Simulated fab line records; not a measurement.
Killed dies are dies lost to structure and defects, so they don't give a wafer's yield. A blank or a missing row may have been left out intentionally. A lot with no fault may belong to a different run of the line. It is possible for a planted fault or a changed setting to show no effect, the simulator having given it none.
Which tool is to blame? -- flow gf180mcu -- 39 wafers from 13 lots sampled at 4 of the route's 602 steps

WHAT THE GAUGES SHOWED, per wafer
GF_NWELL_TW_MEAS_11.
lot,measured,on,NWELL_TW
L163,day 3 09:12,filmMetro-04,1555 1558 1554
L165,day 3 20:55,filmMetro-02,1567 1571 1578
L168,day 4 12:42,filmMetro-04,1444 1452 1450
L169,day 4 15:34,filmMetro-02,1459 1464 1463
L170,day 4 22:49,filmMetro-01,1564 1563 1572
L175,day 6 00:35,filmMetro-04,1551 1548 1541
L177,day 6 13:22,filmMetro-04,1549 1545 1545
L178,day 6 19:38,filmMetro-04,1550 1550 1558
L181,day 7 10:13,filmMetro-02,1567 1563 1564
L182,day 7 17:06,filmMetro-04,1549 1546 1546
L183,day 7 20:34,filmMetro-04,1541 1542 1541
L185,day 8 08:37,filmMetro-01,1568 1567 1572
L186,day 8 13:20,filmMetro-01,1565 1564 1564

GF_LVPWELL_OVL_MEAS_07.
lot,measured,on,LVPWELL_OVL (nm)
L163,day 3 21:49,overlay-02,-1.4 -1.7 -1.3
L165,day 4 10:21,overlay-01,-1.2 1.6 -0.1
L168,day 5 02:48,overlay-01,-5.1 -2.8 -2.4
L169,day 5 05:07,overlay-02,-1.2 -1.9 -0.1
L170,day 5 12:19,overlay-01,-1.5 0.5 1.4
L175,day 6 15:37,overlay-01,-0.8 -1.3 -1.0
L177,day 7 04:40,overlay-01,-2.4 -1.4 -0.8
L178,day 7 11:46,overlay-02,-2.8 -3.2 -2.2
L181,day 8 02:25,overlay-01,-1.3 -1.3 -1.6
L182,day 8 09:34,overlay-02,-1.1 0.7 -1.8
L183,day 8 12:35,overlay-02,0.4 -0.2 0.9
L185,day 9 00:36,overlay-02,-3.1 -5.4 -2.1
L186,day 9 06:22,overlay-01,1.9 -1.8 -0.3

GF_VT_IMPLANT_RS_MEAS_47: the measuring method here is four-point-probe.
lot,measured,on,NWELL_RS (ohm/sq)
L163,day 7 15:56,filmMetro-02,485.9 486.6 486.7
L165,day 8 05:05,filmMetro-02,485.0 486.2 487.1
L168,day 9 03:16,filmMetro-04,559.8 557.7 562.2
L169,day 9 05:34,filmMetro-04,560.3 560.3 560.5
L170,day 9 13:43,filmMetro-04,489.9 489.5 489.0
L175,day 11 00:44,filmMetro-01,487.1 487.4 488.7
L177,day 11 12:49,filmMetro-04,487.5 486.8 487.9
L178,day 11 21:42,filmMetro-04,487.0 487.6 486.7
L181,day 12 16:41,filmMetro-01,487.0 486.1 487.2
L182,day 12 23:36,filmMetro-04,489.0 489.3 489.0
L183,day 13 04:01,filmMetro-02,486.3 487.0 486.7
L185,day 13 16:46,filmMetro-02,488.9 486.9 486.8
L186,day 13 23:40,filmMetro-04,488.7 490.9 488.4

WHAT TOOL EACH LOT RAN ON (gives the tool, then ch and the chambers of the sampled wafers, and finally the start)
lot,GF_NWELL_IMPLANT_08
L163,"implanter-02 ch 0, day 3 08:49"
L165,"implanter-04 ch 0, day 3 20:31"
L168,"implanter-02 ch 0, day 4 12:19"
L169,"implanter-02 ch 0, day 4 15:11"
L170,"implanter-03 ch 0, day 4 22:26"
L175,"implanter-03 ch 0, day 6 00:11"
L177,"implanter-03 ch 0, day 6 12:59"
L178,"implanter-04 ch 0, day 6 19:14"
L181,"implanter-03 ch 0, day 7 09:51"
L182,"implanter-03 ch 0, day 7 16:42"
L183,"implanter-04 ch 0, day 7 20:11"
L185,"implanter-02 ch 0, day 8 08:13"
L186,"implanter-02 ch 0, day 8 12:56"
- GF_NWELL_IMPLANT_08

AS READ BY THE TOOLS THEMSELVES (means over the sampled wafers that have a number; for cases with no such wafer, the mark the record gives instead)
GF_NWELL_IMPLANT_08.
lot,tool,beamOnS (s),endStationPressureTorr (Torr),faradayCurrentUA
L163,implanter-02,10.07,5.13e-06,84.0
L165,implanter-04,9.95,4.87e-06,85.3
L168,implanter-02,7.66,4.95e-06,110.4
L169,implanter-02,7.65,5.09e-06,110.4
L170,implanter-03,9.80,5.12e-06,86.1
L175,implanter-03,9.86,5.17e-06,85.7
L177,implanter-03,10.02,4.93e-06,84.5
L178,implanter-04,10.07,5.07e-06,84.0
L181,implanter-03,9.82,5.13e-06,86.0
L182,implanter-03,10.06,4.92e-06,84.1
L183,implanter-04,10.05,5.04e-06,84.3
L185,implanter-02,10.11,5.09e-06,83.5
L186,implanter-02,9.99,5.11e-06,84.6

THE ANSWER, worked out from the rows above alone
Rule: the lots themselves supply what counts as usual. Put in order of their means at a reading, lots are off if they are a third of the lots or fewer, leave a main group of 4 or more, and stand apart from it by a gap of 3 or more times the standard deviation of the main group's means; of several such gaps the widest counts. A main group whose means are all the same, to the digits that the tables above print for the reading, isn't used. Also off: a lot with no number at a reading for which 4 or more lots have one. Any other lot the step has rows for is counted as sound. Order of review: gauges by route order, followed by the tools' own readings, for which a lot's mean as printed above is used. At the first step where some lot is off, the reading lying furthest off is the one used; lots without a number count as furthest.
Off: L168, L169, at GF_NWELL_TW_MEAS_11 (NWELL_TW). For the main group the mean is 1557 and the standard deviation 10.
If a tool, at a process step before that reading, ran all the lots that are off and no sound lot after the first of them, it fits. Not tried: the gauges at GF_NWELL_TW_MEAS_11; whatever is off there is also off at GF_NWELL_IMPLANT_08, on other tools, and gauge error can't account for it. Not one of the candidates tried fits.

WHAT THE SIMULATOR HAD PUT IN
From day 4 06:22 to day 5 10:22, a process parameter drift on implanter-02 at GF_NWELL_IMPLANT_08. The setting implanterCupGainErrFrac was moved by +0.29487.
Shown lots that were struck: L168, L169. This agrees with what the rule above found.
